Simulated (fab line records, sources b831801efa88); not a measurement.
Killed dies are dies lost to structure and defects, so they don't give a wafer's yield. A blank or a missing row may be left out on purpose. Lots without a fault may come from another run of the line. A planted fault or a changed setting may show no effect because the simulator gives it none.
Which tool did it? | flow gf180mcu | 14 lots, 39 wafers sampled, at 5 steps of a route of 602

WHAT THE GAUGES READ, wafer by wafer
GF_PSD_RS_MEAS_14: measures by four-point-probe. Usual: NSD_RS 46.10 ohm/sq, standard deviation 0.077.
lot  | measured     | on            | NSD_RS (ohm/sq)   | flag
L715 | day 13 17:29 | film_metro-02 | 46.14 46.16 46.19 |
L716 | day 14 21:21 | film_metro-01 | 46.15 45.96 46.07 |
L717 | day 15 13:02 | film_metro-02 | 45.96 46.14 46.14 |
L718 | day 15 14:20 | film_metro-03 | 46.05 46.02 46.23 |
L720 | day 16 15:50 | film_metro-01 | 46.14 46.20 46.06 |
L722 | day 16 20:58 | film_metro-01 | 46.13 45.99 45.97 |
L721 | day 16 21:56 | film_metro-03 | 46.13 46.26 46.20 |
L724 | day 17 13:44 | film_metro-02 | 46.17 46.25 46.19 |
L726 | day 18 15:49 | film_metro-01 | 46.08 46.06 46.05 |
L728 | day 18 19:41 | film_metro-01 | 46.03 46.03 45.94 |
L727 | day 18 22:07 | film_metro-01 | 46.10 46.13 46.29 |
L730 | day 20 00:56 | film_metro-03 | 43.53 46.12       | OFF
L733 | day 20 22:58 | film_metro-03 | 46.05 43.60       | OFF
L734 | day 21 01:50 | film_metro-03 | 43.60 46.07       | OFF

GF_PSD_RS_MEAS_15: measures by four-point-probe. Usual: PSD_RS 108.50 ohm/sq, standard deviation 0.24.
lot  | measured     | on            | PSD_RS (ohm/sq)      | flag
L715 | day 13 17:36 | film_metro-02 | 108.31 108.50 108.40 |
L716 | day 14 21:28 | film_metro-01 | 108.40 108.46 108.37 |
L717 | day 15 13:09 | film_metro-02 | 108.43 108.43 108.60 |
L718 | day 15 14:27 | film_metro-03 | 108.61 108.46 108.43 |
L720 | day 16 15:58 | film_metro-01 | 108.63 108.67 108.33 |
L722 | day 16 21:05 | film_metro-01 | 108.44 108.21 108.06 |
L721 | day 16 22:03 | film_metro-03 | 108.65 109.07 109.00 |
L724 | day 17 13:51 | film_metro-02 | 108.53 108.44 108.29 |
L726 | day 18 15:56 | film_metro-01 | 108.48 108.56 108.58 |
L728 | day 18 19:48 | film_metro-01 | 108.18 108.20 108.44 |
L727 | day 18 22:14 | film_metro-01 | 108.58 108.52 108.29 |
L730 | day 20 01:03 | film_metro-03 | 103.41 108.45        | OFF
L733 | day 20 23:05 | film_metro-03 | 108.65 103.55        | OFF
L734 | day 21 01:57 | film_metro-03 | 103.25 108.60        | OFF

GF_V1_THK_MEAS_25: measures by xrf. Usual: V1_W_THK 356 nm, standard deviation 6.6.
lot  | measured     | on            | V1_W_THK (nm) | flag
L715 | day 17 14:57 | film_metro-02 | 356 350 349   |
L716 | day 19 00:00 | film_metro-03 | 366 360 358   |
L717 | day 19 16:22 | film_metro-03 | 372 361 360   |
L718 | day 19 17:59 | film_metro-03 | 372 363 365   |
L720 | day 20 22:14 | film_metro-04 | 355 354 355   |
L722 | day 21 03:50 | film_metro-04 | 356 354 358   |
L721 | day 21 04:13 | film_metro-04 | 355 352 351   |
L724 | day 21 20:01 | film_metro-04 | 355 358 363   |
L726 | day 22 23:25 | film_metro-02 | 343 354 348   |
L728 | day 23 01:49 | film_metro-04 | 360 364 359   |
L727 | day 23 05:58 | film_metro-02 | 352 348 345   |
L730 | day 24 04:32 | film_metro-02 | 346 352       |
L733 | day 25 00:39 | film_metro-03 | 365 358       |
L734 | day 25 04:14 | film_metro-03 | 356 359       |

WHICH TOOL RAN EACH LOT (tool, then ch and the chambers of the sampled wafers, then the start)
lot  | GF_PSD_RTA_13                    | GF_V1_CVD_02
L715 | rtp_anneal-02 ch 0, day 13 17:23 | pecvd-02 ch 1,2, day 16 14:17
L716 | rtp_anneal-01 ch 0, day 14 21:16 | pecvd-02 ch 0,2, day 17 21:57
L717 | rtp_anneal-01 ch 0, day 15 12:57 | pecvd-03 ch 0,1,2, day 18 13:54
L718 | rtp_anneal-01 ch 0, day 15 14:15 | pecvd-03 ch 1,2, day 18 15:44
L720 | rtp_anneal-01 ch 0, day 16 15:46 | pecvd-02 ch 0,2, day 19 19:34
L722 | rtp_anneal-01 ch 0, day 16 20:52 | pecvd-01 ch 1,2, day 20 01:25
L721 | rtp_anneal-01 ch 0, day 16 21:51 | pecvd-03 ch 0,1,2, day 20 02:22
L724 | rtp_anneal-01 ch 0, day 17 13:39 | pecvd-01 ch 0,1,2, day 20 18:20
L726 | rtp_anneal-01 ch 0, day 18 15:44 | pecvd-03 ch 0,1, day 21 21:38
L728 | rtp_anneal-01 ch 0, day 18 19:35 | pecvd-03 ch 0,2, day 22 01:00
L727 | rtp_anneal-01 ch 0, day 18 21:59 | pecvd-02 ch 0,1,2, day 22 04:32
L730 | rtp_anneal-01 ch 0, day 20 00:51 | pecvd-01 ch 0,2, day 23 04:47
L733 | rtp_anneal-01 ch 0, day 20 22:52 | pecvd-03 ch 1, day 24 00:34
L734 | rtp_anneal-01 ch 0, day 21 01:45 | pecvd-03 ch 0,2, day 24 04:13
- GF_PSD_RTA_13: time 20 s.
- GF_V1_CVD_02: deposits SiO2 from TEOS, target thk 850 nm, time 94.851 s.

WHAT THE TOOLS THEMSELVES READ (means of the sampled wafers that have a number; where no wafer has one, the mark that the record gives instead)
GF_PSD_RTA_13. Usual: lamp_power_pct 32.8 %, standard deviation 0.97; run_length_s 48.7 s, standard deviation 0.63; wafer_temp_C_max 1028.7, standard deviation 1.
lot  | tool          | lamp_power_pct (%) | run_length_s (s) | wafer_temp_C_max | flag
L715 | rtp_anneal-02 | 34.6               | 48.6             | 1029.8           |
L716 | rtp_anneal-01 | 32.3               | 48.6             | 1028.8           |
L717 | rtp_anneal-01 | 32.3               | 48.8             | 1027.9           |
L718 | rtp_anneal-01 | 32.3               | 48.6             | 1028.6           |
L720 | rtp_anneal-01 | 32.3               | 48.6             | 1028.0           |
L722 | rtp_anneal-01 | 32.3               | 48.5             | 1028.3           |
L721 | rtp_anneal-01 | 32.3               | 48.4             | 1028.3           |
L724 | rtp_anneal-01 | 32.3               | 48.6             | 1028.7           |
L726 | rtp_anneal-01 | 32.3               | 48.5             | 1028.2           |
L728 | rtp_anneal-01 | 32.3               | 48.7             | 1029.0           |
L727 | rtp_anneal-01 | 32.3               | 48.6             | 1028.7           |
L730 | rtp_anneal-01 | 32.2               | 55.0             | 1027.8           | OFF
L733 | rtp_anneal-01 | 32.2               | 54.9             | 1029.2           | OFF
L734 | rtp_anneal-01 | 32.3               | 54.8             | 1027.8           | OFF

GF_V1_CVD_02. Usual: heater_power_w 661 W, standard deviation 96.
lot  | tool     | heater_power_w (W) | flag
L715 | pecvd-02 | 632                |
L716 | pecvd-02 | 658                |
L717 | pecvd-03 | 694                |
L718 | pecvd-03 | 647                |
L720 | pecvd-02 | 639                |
L722 | pecvd-01 | 653                |
L721 | pecvd-03 | 731                |
L724 | pecvd-01 | 601                |
L726 | pecvd-03 | 714                |
L728 | pecvd-03 | 734                |
L727 | pecvd-02 | 643                |
L730 | pecvd-01 | 665                |
L733 | pecvd-03 | 660                |
L734 | pecvd-03 | 779                |

THE ANSWER, worked out from the rows above alone
Rule: a lot is off if the mean of its wafers that have a number lies more than 3 standard deviations from the usual mean. A lot without any number at a reading at which 4 lots or more have one is off too. The other lots that the step has rows for count as sound. The gauges are gone through in route order, then the tools' own readings, and for those a lot's mean is taken as printed above. The first step at which some lot is off is used, and at that step the reading that is off furthest; a lot without a number counts as furthest.
Off: L730, L733, L734, at GF_PSD_RS_MEAS_14 (NSD_RS).
A tool fits if, at a process step before that reading, it ran every lot that is off, and no sound lot after the first of them. The gauges at GF_PSD_RS_MEAS_14 aren't tried: what is off there is off at GF_PSD_RTA_13 too, on other tools, and a gauge's error can't cause that. One fits: rtp_anneal-01 at GF_PSD_RTA_13. Its last sound lot is L727 (day 18 21:59), its first lot that is off L730 (day 20 00:51): a fault that began between those two fits.
The tool's own readings at GF_PSD_RTA_13 bear it out: on the lots that are off they differ by more than 5 times the standard deviation of the sound lots' means. run_length_s reads 54.9 s there against 48.6 s on the sound lots.

WHAT THE SIMULATOR HAD PUT IN
Process parameter drift: rtp_anneal-01, from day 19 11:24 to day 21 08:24, at GF_PSD_RTA_13. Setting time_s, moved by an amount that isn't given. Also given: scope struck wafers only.
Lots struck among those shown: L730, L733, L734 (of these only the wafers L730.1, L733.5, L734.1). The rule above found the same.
